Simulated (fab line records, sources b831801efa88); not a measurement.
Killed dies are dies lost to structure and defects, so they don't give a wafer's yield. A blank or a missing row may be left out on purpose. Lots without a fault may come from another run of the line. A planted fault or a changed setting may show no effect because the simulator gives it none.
Chamber matching | flow gf180mcu | GF_CONTACT_CMP_04 on cmp-02: 4 sister chambers
The step polishes SiO2. 14 wafers are shown with their chamber, then 7 later ones without.

WAFERS WITH THEIR CHAMBER
wafer  | chamber | motor_current_A (A) | time_to_endpoint_s (s)
L959.2 | 2       | 12.5                | 110
L959.5 | 0       | 10.7                | 112
L959.6 | 1       | 11.8                | 115
L972.2 | 3       | 11.1                | 104
L972.5 | 1       | 12.0                | 107
L972.6 | 2       | 12.8                | 111
L973.1 | 0       | 11.4                | 101
L973.3 | 1       | 11.7                | 104
L973.5 | 0       | 11.9                | 109
L974.2 | 3       | 10.3                | 111
L974.4 | 2       | 13.0                | 117
L974.6 | 0       | 11.5                | 116
L979.2 | 1       | 12.0                | 111
L979.4 | 0       | 11.5                | 116

SIGNATURES (means of the wafers above)
reading            | chamber 0 | chamber 1 | chamber 2 | chamber 3 | scatter within a chamber
motor_current_A    | 11.400    | 11.875    | 12.767    | 10.700    | 0.357
time_to_endpoint_s | 110.80    | 109.25    | 112.67    | 107.50    | 5.26
Rule: a wafer's distance from a chamber is the root of the sum, over the readings, of the square of ((its reading less the chamber's mean) divided by the reading's scatter). The wafer belongs to the nearest chamber; if the next one is less than 2 further off, it can't be placed. The scatter: the root of (the sum of the squares of (reading less its chamber's mean) over the shown wafers, divided by (wafers less chambers)).

WAFERS WITHOUT THEIR CHAMBER
wafer  | motor_current_A (A) | time_to_endpoint_s (s)
L979.5 | 10.5                | 118
L980.4 | 10.3                | 123
L980.5 | 13.6                | 117
L980.6 | 12.2                | 123
L982.1 | 12.5                | 113
L982.2 | 12.4                | 115
L982.3 | 10.4                | 110

WHICH CHAMBER EACH WENT THROUGH
wafer  | from the rows above          | in truth
L979.5 | can't be placed: 3 or 0      | 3
L980.4 | can't be placed: 3 or 0 or 1 | 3
L980.5 | 2                            | 2
L980.6 | can't be placed: 2 or 1 or 0 | 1
L982.1 | can't be placed: 2 or 1      | 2
L982.2 | can't be placed: 2 or 1 or 0 | 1
L982.3 | can't be placed: 3 or 0      | 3
Placed correctly: 1 of 7. Can't be placed from these rows: 6 (the true chamber is among the candidates in 6). Placed wrongly: 0.
